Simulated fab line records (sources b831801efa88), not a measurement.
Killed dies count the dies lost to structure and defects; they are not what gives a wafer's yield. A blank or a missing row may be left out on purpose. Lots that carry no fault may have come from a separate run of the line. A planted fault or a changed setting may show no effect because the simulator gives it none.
Which tool is to blame? / flow gf180mcu / 12 lots, 36 wafers sampled, at 2 steps of a route of 602

== WHAT EACH GAUGE READ, for each wafer ==
GF_M2_CD_MEAS_14: the cd target is 280 nm.
lot=L075; measured=day 19 15:25; on=cd-sem-02; cd-nm (nm)=280.5 280.5 280.7
lot=L077; measured=day 20 19:10; on=cd-sem-01; cd-nm (nm)=279.6 280.3 280.1
lot=L079; measured=day 21 11:13; on=cd-sem-01; cd-nm (nm)=281.3 279.6 280.8
lot=L081; measured=day 22 13:50; on=cd-sem-01; cd-nm (nm)=279.8 279.3 280.6
lot=L083; measured=day 23 00:05; on=cd-sem-02; cd-nm (nm)=278.8 280.0 279.1
lot=L085; measured=day 23 14:53; on=cd-sem-02; cd-nm (nm)=280.5 279.9 279.9
lot=L087; measured=day 24 02:37; on=cd-sem-02; cd-nm (nm)=279.8 280.9 280.5
lot=L089; measured=day 24 23:59; on=cd-sem-01; cd-nm (nm)=279.0 279.7 278.9
lot=L091; measured=day 25 20:59; on=cd-sem-02; cd-nm (nm)=279.9 280.3 280.4
lot=L094; measured=day 26 20:28; on=cd-sem-02; cd-nm (nm)=279.0 281.4 280.7
lot=L095; measured=day 26 21:35; on=cd-sem-02; cd-nm (nm)=279.2 278.9 278.9
lot=L097; measured=day 27 16:47; on=cd-sem-01; cd-nm (nm)=278.5 278.5 278.7

== WHICH TOOL RAN EACH LOT (tool, then ch and the chambers of the sampled wafers, then the start) ==
lot=L075; GF_V1_ETCH_16=rie-diel-04 ch 1,2,3, day 18 13:34
lot=L077; GF_V1_ETCH_16=rie-diel-01 ch 0,1,3, day 19 17:31
lot=L079; GF_V1_ETCH_16=rie-diel-04 ch 0,2,3, day 20 09:19
lot=L081; GF_V1_ETCH_16=rie-diel-02 ch 0,1,3, day 21 12:39
lot=L083; GF_V1_ETCH_16=rie-diel-01 ch 0,1, day 21 23:10
lot=L085; GF_V1_ETCH_16=rie-diel-04 ch 0,1,2, day 22 14:16
lot=L087; GF_V1_ETCH_16=rie-diel-02 ch 1,2,3, day 23 02:12
lot=L089; GF_V1_ETCH_16=rie-diel-04 ch 0,2, day 24 01:49
lot=L091; GF_V1_ETCH_16=rie-diel-02 ch 1,3, day 24 20:01
lot=L094; GF_V1_ETCH_16=rie-diel-04 ch 1,2,3, day 25 22:41
lot=L095; GF_V1_ETCH_16=rie-diel-01 ch 0,2,3, day 25 23:28
lot=L097; GF_V1_ETCH_16=rie-diel-01 ch 0,1,2, day 26 18:31
- GF_V1_ETCH_16: etches BARC in N2/H2.

== THE ANSWER, worked out from the rows above alone ==
Rule: what is usual is taken from the lots themselves. The widest of any qualifying gaps counts: lots, ordered by their means at a reading, are off when they make up no more than a third of the lots, leave a main group of 4 or more, and stand apart from it by 3 or more times the standard deviation of that group's means. A main group is skipped when, at the precision printed for the reading in the tables above, its means are all equal. Also off: a lot with no number at a reading for which 4 or more lots have one. Where the step has rows for the other lots, those lots are counted as sound.
No lot is off at any reading shown: from this, nothing can be told.

== WHAT THE SIMULATOR HAD INSERTED ==
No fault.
